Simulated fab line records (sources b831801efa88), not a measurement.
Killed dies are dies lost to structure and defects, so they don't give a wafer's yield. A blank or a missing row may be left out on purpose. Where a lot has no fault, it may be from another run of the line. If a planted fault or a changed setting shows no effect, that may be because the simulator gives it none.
The tool behind it: which one? ; flow gf180mcu ; 6 lots (18 wafers sampled), 1 step of a 602-step route

## WHAT THE GAUGES SHOWED, per wafer
GF_M2_THK_MEAS_06: measures by xrf.
lot;measured;on;M2_ALCU_THK (nm)
L378;day 19 03:01;filmMetro-03;445 448 440
L381;day 20 05:41;filmMetro-02;442 442 443
L386;day 22 02:11;filmMetro-02;454 454 456
L393;day 24 13:15;filmMetro-03;433 435 442
L397;day 25 10:44;filmMetro-02;442 447 441
L399;day 26 05:11;filmMetro-02;431 433 436

## TOOL THAT RAN EACH LOT (tool first, then ch and the chambers of the sampled wafers, then the start)
Record: no process step prior to these readings.

## THE ANSWER, worked out from the rows above alone
Rule: the usual values come from the lots themselves. Put in order of their means at a reading, lots are off if they are a third of the lots or fewer, leave a main group of 4 or more, and stand apart from it by a gap of 3 or more times the standard deviation of the main group's means; of several such gaps the widest counts. A main group whose means are all the same, to the digits that the tables above print for the reading, isn't used. A lot without any number at a reading at which 4 lots or more have one is off too. Where the step has rows for the other lots, those lots are counted as sound.
Across all readings shown, no lot is off: no conclusion can be drawn from this.

## WHAT WAS PUT IN BY THE SIMULATOR
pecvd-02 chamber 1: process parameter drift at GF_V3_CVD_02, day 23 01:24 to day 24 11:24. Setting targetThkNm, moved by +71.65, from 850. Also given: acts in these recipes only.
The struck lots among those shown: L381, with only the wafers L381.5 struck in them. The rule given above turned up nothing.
